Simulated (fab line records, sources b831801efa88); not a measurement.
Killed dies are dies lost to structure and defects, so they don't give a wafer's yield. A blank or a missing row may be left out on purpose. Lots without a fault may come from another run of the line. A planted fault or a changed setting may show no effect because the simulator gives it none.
fab line records | flow sky130
record lots=15 wafers=43 last_day=50
route steps=708 shown POLY_GATE@231 PAD_OPEN@708
lots that met no fault: from a run of the same line without faults
start_h: hours from the record's first day to the start of the lot's first wafer shown | wait_h: hours since the lot's step before | " the same as in the row above | L1.1+2: a row that stands for several wafers | - no value, or no start given | * or withheld: withheld | < > ~ a bound
route shown NAME@n: a module of which the file shows steps, and the number in the route of the first | usual: mean/standard deviation of fault-free wafers | same: alike in all rows | chamber/n: place in a boat | sites: the reading at each site | _std_site: their standard deviation | _edge_site: outer sites' mean less inner sites' | radius_mm: how far each site lies from the wafer's centre | mask NAME#n: copy n | behind: the tool/chamber that last shaped the wafer | hold: why the lot was held/for how many hours/how that ended | device: the transistor (n, p or np) that didn't switch | end of line: the same wafers' tests at the end of the route | a step without rows: its recipe alone | killed: dies lost to structure and defects at the first sort, not the wafer's yield | map: a wafer's dies, x killed, . not, _ none there
set.NAME: the setting as run; set.NAME@STEP: as run at that earlier step | model.NAME: the simulator's own value behind a step, which no gauge read
steps of the route over a sample of lots; a table a step, a row a wafer
services: from which hour (start_h, from the record's first day; less than 0 if before it) a tool's chamber was out of use, for how many hours, and why
## steps
# step SKY_POLY_GATE_ETCH_17
# recipe target_depth_nm=180 stop_on=SiO2 over_etch_frac=0.56667 chemistry=HBr/Cl2 target=poly-Si icp_w=400 bias_w=100 pressure_mtorr=10 HBr_flow_sccm=150 Cl2_flow_sccm=50 time_s=70.5
# usual drypump_motor_current_A=5.7/0.38 oes_product_au=0.991/0.0063 run_length_s=98.9/0.39 throttle_valve_pct=33.685/0.0081
# columns lot.wafer tool chamber start_h wait_h drypump_motor_current_A oes_product_au rf_hours_counter_h run_length_s throttle_valve_pct
L618.4 rie_si-02 3 368.52 0.0 5.3 0.989 63 99.7 33.688
L618.5 " 0 " " 5.6 0.996 - 98.6 33.682
L618.6 " 1 " " 6.1 0.997 - 98.6 33.683
L619.1 rie_si-01 2 379.30 0.0 6.1 0.990 0 99.0 33.688
L619.4 " 1 " " 4.9 0.986 3 98.8 33.691
L619.5 " 0 " " 5.6 0.989 - 98.3 33.688
L620.1 rie_si-02 3 380.30 0.0 5.2 0.984 63 99.6 33.685
L620.5 " 3 " " 5.3 0.988 - 99.9 33.706
L620.6 " 2 " " 5.8 0.989 - 98.4 33.686
L621.1 rie_si-02 1 395.12 0.0 6.1 1.001 3 98.8 33.673
L621.3 " 0 " " 5.6 0.993 3 98.5 33.690
L621.5 " 0 " " 5.6 0.990 - 98.9 33.678
L622.2 rie_si-02 1 402.55 0.0 6.1 0.988 3 98.7 33.686
L622.4 " 0 " " 5.6 0.988 3 98.7 33.683
L622.5 " 2 " " 5.8 0.979 - 98.4 33.668
L625.2 rie_si-01 2 430.31 0.0 6.1 0.987 0 98.8 33.686
L625.3 " 3 " " 6.0 0.987 5 99.1 33.678
L625.4 " 0 " " 5.7 0.984 6 98.5 33.695
L626.3 rie_si-01 2 437.92 0.0 6.1 0.994 1 98.9 33.675
L626.4 " 1 " " 5.0 0.996 4 98.9 33.683
L626.6 " 2 " " 6.1 0.992 - 99.1 33.679
L627.1 rie_si-02 1 451.01 0.0 6.1 0.988 4 99.0 33.694
L627.2 " 2 " " 5.8 0.993 61 98.4 33.684
L627.3 " 3 " " 5.2 0.991 63 99.1 33.687
L628.2 rie_si-02 3 454.81 0.0 5.2 0.995 63 99.1 33.677
L628.3 " 1 " " 6.1 0.996 4 99.1 33.692
L628.6 " 0 " " 5.6 0.990 - 98.8 33.698
L629.2 rie_si-02 0 468.10 0.0 5.6 0.990 4 99.0 33.682
L629.3 " 2 " " 5.8 0.989 61 98.3 33.673
L629.4 " 0 " " 5.6 0.988 - 99.2 33.678
L632.1 rie_si-01 1 493.31 0.0 4.9 0.860 4 116.9 33.668
L632.4 " 3 " " 6.0 0.994 5 99.0 33.688
L634.1 rie_si-01 2 514.40 0.0 6.1 0.859 1 117.1 33.678
L634.2 " 0 " " 5.7 0.853 6 116.4 33.692
L634.5 " 3 " " 6.0 1.003 - 99.0 33.692
L636.1 rie_si-01 0 526.97 0.0 5.7 0.856 6 116.6 33.673
L636.2 " 1 " " 5.0 0.849 4 117.0 33.686
L639.4 rie_si-02 0 554.51 0.0 5.6 0.988 4 98.8 33.679
L639.5 " 0 " " 5.6 0.990 - 98.5 33.676
L639.6 " 3 " " 5.2 0.980 - 99.4 33.689
L641.1 rie_si-02 2 569.06 0.0 5.9 0.991 0 98.9 33.678
L641.4 " 1 " " 6.1 0.997 4 99.0 33.681
L641.6 " 2 " " 5.8 0.989 - 98.5 33.674
# step SKY_POLY_GATE_STRIP_18
# recipe chemistry=O2/N2 power_w=1400 pressure_mtorr=1500 platen_temp_c=withheld o2_flow_sccm=3000 n2_flow_sccm=300 overash_fraction=0.5
# usual drypump_motor_current_A=6.0/0.48 o2_flow_sccm=3001/8.4 oes_product_au=0.360/0.005 strip_time_to_endpoint_s=3.17/0.032
# columns lot.wafer tool chamber start_h wait_h drypump_motor_current_A o2_flow_sccm oes_product_au rf_hours_counter_h strip_time_to_endpoint_s
L618.4 plasma_asher-01 1 368.61 0.1 6.0 3008 0.355 - 3.20
L618.5 " 0 " " 6.6 2985 0.360 - 3.16
L618.6 " 1 " " 6.0 2991 0.363 - 3.16
L619.1 plasma_asher-03 0 379.36 0.0 6.7 2992 0.361 24 3.14
L619.4 " 0 " " 6.7 2997 0.353 - 3.09
L619.5 " 0 " " 6.7 2999 0.359 - 3.13
L620.1 plasma_asher-03 0 380.36 0.0 6.7 3005 0.359 24 3.13
L620.5 " 0 " " 6.7 2989 0.360 - 3.11
L620.6 " 1 " " 5.9 3007 0.355 - 3.09
L621.1 plasma_asher-01 1 395.17 0.0 6.0 3010 0.351 69 3.14
L621.3 " 0 " " 6.6 2997 0.360 - 3.11
L621.5 " 1 " " 6.0 3014 0.359 - 3.11
L622.2 plasma_asher-02 1 402.61 0.0 5.4 2981 0.349 74 3.16
L622.4 " 0 " " 5.6 2988 0.348 - 3.13
L622.5 " 1 " " 5.4 3000 0.358 - 3.16
L625.2 plasma_asher-03 0 430.37 0.0 6.7 2994 0.364 29 3.24
L625.3 " 0 " " 6.7 2995 0.359 - 3.19
L625.4 " 1 " " 5.9 2996 0.365 - 3.23
L626.3 plasma_asher-01 1 438.01 0.1 6.0 3005 0.361 - 3.20
L626.4 " 0 " " 6.6 3007 0.353 - 3.11
L626.6 " 1 " " 6.0 3013 0.356 - 3.12
L627.1 plasma_asher-02 1 451.06 0.0 5.4 3008 0.365 79 3.16
L627.2 " 0 " " 5.6 3001 0.366 79 3.13
L627.3 " 0 " " 5.6 3002 0.359 - 3.16
L628.2 plasma_asher-02 0 454.86 0.0 5.6 3011 0.362 79 3.19
L628.3 " 0 " " 5.6 3015 0.365 - 3.16
L628.6 " 0 " " 5.6 3001 0.360 - 3.16
L629.2 plasma_asher-01 0 468.16 0.0 6.6 2988 0.363 4 3.12
L629.3 " 1 " " 6.0 3004 0.362 - 3.15
L629.4 " 0 " " 6.6 2994 0.350 - 3.17
L632.1 plasma_asher-02 1 493.36 0.0 5.4 3003 0.348 84 2.90
L632.4 " 0 " " 5.6 3009 0.358 - 3.16
L634.1 plasma_asher-01 1 514.46 0.0 6.0 2999 0.351 9 2.88
L634.2 " 0 " " 6.6 3004 0.356 9 2.88
L634.5 " 0 " " 6.6 3008 0.364 - 3.11
L636.1 plasma_asher-01 0 527.02 0.0 6.6 2991 0.359 10 2.94
L636.2 " 1 " " 6.0 3011 0.352 10 2.90
L639.4 plasma_asher-02 0 554.60 0.1 5.6 2998 0.359 - 3.16
L639.5 " 1 " " 5.4 2997 0.368 - 3.19
L639.6 " 0 " " 5.6 2984 0.356 - 3.16
L641.1 plasma_asher-03 1 569.11 0.0 5.9 3008 0.359 41 3.21
L641.4 " 1 " " 5.9 3004 0.363 - 3.22
L641.6 " 1 " " 5.9 3002 0.360 - 3.14
# step SKY_PAD_OPEN_PROBE_99
# usual killed_at_M0_to_M3=42/7.3 killed_at_M4_up=3.2/1.8 killed_at_contacts=25/5.2 killed_at_front_end=15/4.6 killed_at_other=0.3/0.62 killed_dies=85/9.9 killed_open=46/7.1 killed_short=38/5.7
# same gross_dies=492 killed_at_back_side=0
# columns lot.wafer tool chamber start_h wait_h killed_at_M0_to_M3 killed_at_M4_up killed_at_contacts killed_at_front_end killed_at_other killed_dies killed_open killed_short
L632.4 prober-02 - 1155.07 0.2 31 2 25 9 0 67 26 41
# killed by level:class
L632.4 CONTACT:geometric_particle:open=8 METAL2:geometric_particle:short=7 CONTACT:geometric_particle:short=6 VIA2:geometric_particle:short=6 VIA3:geometric_particle:open=5 LI_CONTACT:geometric_particle:open=5 FIELD_ISO:geometric_particle:short=4 VIA3:geometric_particle:short=4
## services
# columns tool chamber start_h hours kind
rie_si-01 2 344.70 - clean
rie_si-01 2 344.70 23.8 scheduled_down
rie_si-01 2 344.70 23.8 vent_cycle
plasma_asher-01 - 355.52 2.2 repair
plasma_asher-01 - 421.25 9.0 pm
plasma_asher-01 0 421.25 9.0 vent_cycle
plasma_asher-01 1 421.25 9.0 vent_cycle
plasma_asher-01 - 430.25 2.8 pm
plasma_asher-01 0 430.25 - clean
plasma_asher-01 1 430.25 - clean
rie_si-02 3 467.02 - clean
rie_si-02 3 467.02 27.1 scheduled_down
rie_si-02 3 467.02 27.1 vent_cycle
plasma_asher-03 - 478.63 11.4 repair
plasma_asher-03 - 491.73 2.8 pm
rie_si-02 2 494.08 - clean
rie_si-02 2 494.08 28.2 scheduled_down
rie_si-02 2 494.08 28.2 vent_cycle
rie_si-01 2 507.24 4.3 repair
plasma_asher-02 - 513.52 2.8 pm
rie_si-01 - 515.18 0.3 repair
rie_si-02 2 548.18 5.6 repair
plasma_asher-03 - 553.36 14.6 pm
plasma_asher-02 - 563.16 2.7 repair
## key
first_sign step=SKY_POLY_GATE_ETCH_17 reading=run_length_s direction=up sigmas=47 usual=* struck=*
effect step=SKY_POLY_GATE_ETCH_17 reading=oes_product_au direction=down sigmas=21 usual=0.991 struck=0.855
effect step=SKY_POLY_GATE_STRIP_18 reading=strip_time_to_endpoint_s direction=down sigmas=8.2 usual=* struck=*
met_at SKY_POLY_GATE_ETCH_17
struck_lots L632,L634,L636
struck_wafers L632.1,L634.1,L634.2,L636.1,L636.2
tester_left_out L632,L634,L636
onset_between 437.92 493.31
fault kind=process_parameter_drift tool=rie_si-01 chamber=- onset_h=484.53 steps=SKY_POLY_GATE_ETCH_17 channel=time_s offset=* shape=step end_h=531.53 scope=struck_wafers_only acts_in=* stated=*
# tester_left_out: of these lots the tester's yield and bins aren't shown, on N5 and GAA mostly nor the transistor test; their killed dies are dies lost to structure and defects alone, not to doping, threshold or leakage, so they don't give the yield
